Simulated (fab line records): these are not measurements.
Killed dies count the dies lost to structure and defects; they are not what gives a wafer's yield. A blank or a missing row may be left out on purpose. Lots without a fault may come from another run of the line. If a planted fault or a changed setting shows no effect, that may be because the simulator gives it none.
Split-lot trial | flow sky130 | 23 wafers read from 5 lots, route of 708 steps

## THE SPLIT ITSELF
At SKY_LI_CONTACT_CVD_21 (deposits W, target thk 400 nm, time 120.56 s), the setting temp c was moved away from the recipe's 400 C on 6 of the 23 wafers read, by -1.9% to +1.4%. All remaining wafers had this setting at the recipe value.

## FROM THE SPLIT ON TO THE READING: in between, the file shows 1 step
- SKY_LI_CONTACT_RS_MEAS_22: measures by four-point-probe

## THE READING
LI_CONTACT_W_THK, in nm, at SKY_LI_CONTACT_THK_MEAS_23 (measures by xrf). A value of 382 nm with a standard deviation of 4.8 nm is what fault-free wafers of this fab line usually give.

wafer  | tool, chamber at the split | temp c as run, C | against the recipe | LI_CONTACT_W_THK, nm | against lot-mates on the recipe
L074.1 | cvd w-02, 1                | 400              | recipe             | 386                  | -
L074.2 | cvd w-02, 0                | 392.3            | -1.9%              | 332                  | -53
L074.3 | cvd w-02, 1                | 400              | recipe             | 385                  | -
L074.5 | cvd w-02, 1                | 400              | recipe             | 385                  | -
L074.6 | cvd w-02, 0                | 392.3            | -1.9%              | 336                  | -49
L079.2 | cvd w-01, 0                | 400              | recipe             | 380                  | -
L079.4 | cvd w-01, 0                | 400              | recipe             | 378                  | -
L079.5 | cvd w-01, 0                | 400              | recipe             | 376                  | -
L082.1 | cvd w-01, 0                | 393              | -1.7%              | 342                  | -42
L082.2 | cvd w-01, 1                | 400              | recipe             | 384                  | -
L082.3 | cvd w-01, 0                | 400              | recipe             | 385                  | -
L082.4 | cvd w-01, 1                | 393              | -1.7%              | 342                  | -42
L082.6 | cvd w-01, 1                | 400              | recipe             | 384                  | -
L081.1 | cvd w-02, 1                | 400              | recipe             | 377                  | -
L081.2 | cvd w-02, 0                | 400              | recipe             | 382                  | -
L081.3 | cvd w-02, 0                | 400              | recipe             | 377                  | -
L081.4 | cvd w-02, 1                | 400              | recipe             | 382                  | -
L081.6 | cvd w-02, 1                | 400              | recipe             | 380                  | -
L084.1 | cvd w-01, 0                | 400              | recipe             | 386                  | -
L084.2 | cvd w-01, 0                | 400              | recipe             | 382                  | -
L084.3 | cvd w-01, 0                | 400              | recipe             | 382                  | -
L084.4 | cvd w-01, 0                | 405.5            | +1.4%              | 420                  | +37
L084.6 | cvd w-01, 0                | 405.5            | +1.4%              | 420                  | +37

THE FIT
A straight line over all 23 wafers: LI_CONTACT_W_THK changes by +24.9 nm for each +1% of temp c; r = +0.99; the points scatter about the line by 3.3 nm.
The same after taking each lot's own level away (the mean of its wafers on the recipe; 23 wafers): +25.8 nm for each +1%; r = +1.00; scatter 1.9 nm.
On that fit, the largest move of temp c shifts the reading by 50 nm.
From 378.0 to 385.3 nm: that is the span of the lots' own levels, equal to 1.5 times the standard deviation above.
The two slopes agree, so the slope changes little with the lot-to-lot level.
Check: for one of the wafers moved furthest among these (-1.9%), held out of the fit, the line's prediction against its lot-mates is -48.4 nm. It came out at -53.3 nm against them.

## ADDITIONAL SPLITS CARRIED BY THESE WAFERS
Before the reading, these wafers also passed through other splits. Each is held against what the fit with the lots' levels taken away leaves over:
other split on the same wafers       | wafers away from the commonest value | r with LI_CONTACT_W_THK (lot level and that fit taken away)
SKY_LDD_P_DEVELOP_06 develop time s  | 10                                   | -0.42
SKY_LDD_HVN_IMPLANT_08 energy kev    | 7                                    | -0.25
SKY_LDD_HVP_IMPLANT_08 energy kev    | 8                                    | -0.14
SKY_LDD_LDN_IMPLANT_09 energy kev    | 11                                   | -0.09
SKY_LDD_LDN_IMPLANT_10 energy kev    | 8                                    | -0.50
SKY_POLY_CUT_EXPOSE_05 dose mj       | 7                                    | +0.26
SKY_SD_P_DEVELOP_06 dev temp c       | 9                                    | -0.02
SKY_SD_N_SOFTBAKE_03 temp c          | 7                                    | -0.19
SKY_SD_N_IMPLANT_10 energy kev       | 5                                    | +0.15
SKY_LI_CONTACT_COAT_06 resist thk nm | 9                                    | +0.06
SKY_LI_CONTACT_DEVELOP_11 dev temp c | 6                                    | +0.10

## THE WHOLE CHAIN: every reading that the file lists as answering this split, in the file's order
step                       | what it does                                               | reading                                                                        | change (the file's fit)              | r (the file's)
SKY_LI_CONTACT_CVD_21      | deposits W, target thk 400 nm, time 120.56 s               | W_of_LI_CONTACT_CVD_21.thk nm (the simulator's own value, which no gauge read) | +27.5 nm for each +1% of the setting | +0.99
SKY_LI_CONTACT_RS_MEAS_22  | measures by four-point-probe                               | LI_CONTACT_W_RS                                                                | -0.0216 for each +1% of the setting  | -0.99
SKY_LI_CONTACT_THK_MEAS_23 | measures by xrf                                            | LI_CONTACT_W_THK                                                               | +25.8 for each +1% of the setting    | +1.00
SKY_LI_CONTACT_CMP_24      | polishes, stops on PSG, t overpolish 20 s, target thk 0 nm | time to endpoint s                                                             | withheld for each +1% of the setting | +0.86

## FILE'S OWN FIT
LI_CONTACT_W_THK changes by +25.8 nm for each +1% of temp c, r = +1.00.
